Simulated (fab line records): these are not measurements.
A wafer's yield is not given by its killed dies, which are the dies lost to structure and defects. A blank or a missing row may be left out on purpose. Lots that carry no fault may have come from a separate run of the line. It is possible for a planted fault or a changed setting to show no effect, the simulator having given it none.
Problem report, 8D (eight disciplines) form, completed by code :: flow sky130 :: the parts of the form that need people (team, actions taken, sign-off) are left out

1. WHAT IS WRONG
At SKY_METAL1_DEVELOP_14, developer-temp-C averages 20.32 C over 6 wafers from 2 lots, while fault-free wafers read 20.98 C, standard deviation 0.097. That is -6.8 standard deviations from the usual mean.
The step: develop time 60 s.
The first sign was on wafer L375.1 at day 37 05:00, on litho-track-04. Wafers with a number at this step in the record: 39, from 13 lots. Rule for "out", or "out of limits": more than 4 standard deviations from the usual mean. The rest of the wafers with a number are treated as sound.

2. WHAT IT IS, AND WHAT IT ISN'T
question: which readings at this step
is: developer-temp-C
is not: -

question: which lots
is: L375, L377
is not: L362, L364, L365, L366, L367, L370, L378, L380, L381, L383, L385

question: which wafers of those lots
is: all that have a number
is not: -

question: read on which tools
is: litho-track-04
is not: litho-track-01, litho-track-02

question: when
is: from day 37 05:00
is not: up to then (18 sound wafers); but 15 sound wafers of L378, L380, L381, L383, L385 came after

3. WHAT RULES OUT EACH SUSPECT
Counting: a tool at any process step up to the reading remains a suspect when it ran all the lots that are out and ran no sound lot after the first of those.
- litho-track-04 at SKY_METAL1_DEVELOP_14 (develop time 60 s): kept. All lots that are out passed through it, beginning with L375 at day 37 05:00, and no sound lot followed; its final sound lot before that point was L370 at day 35 10:00. Out on those wafers are its own readings of developer-temp-C.
The count leaves litho-track-04 at SKY_METAL1_DEVELOP_14.

4. THE CAUSE (what the simulator had put in)
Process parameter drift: litho-track-04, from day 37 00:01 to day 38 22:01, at SKY_METAL1_DEVELOP_14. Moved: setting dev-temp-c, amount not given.
Counting left only this tool.

5. THE CHAIN OF EFFECTS, in route order
Rows list readings where the struck wafers' mean (over those with a number) sits beyond 3 standard deviations from the usual. Only readings for which the record gives a usual standard deviation are gone through. hours: the time from each lot's start at the first step in this table that gives one to its start at this step, as a median over the lots. sigmas: the change in usual standard deviations.
hours: 0
step: SKY_METAL1_DEVELOP_14
reading: developer-temp-C
usual: 20.98 C
on struck wafers: 20.32
change: -0.66
sigmas: -6.8
Here are the process steps it includes:
- SKY_METAL1_DEVELOP_14: develop time 60 s.
Later steps that measure or inspect, where all struck wafers having a row at the step show a number for every such reading and not one has moved that far: SKY_METAL1_OVL_MEAS_16, SKY_VIA1_BOW_MEAS_03.

6. WHAT WOULD HAVE CAUGHT IT SOONER
In this record the first reading out of limits was taken at day 37 05:00, 5 hours after the fault began at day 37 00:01.
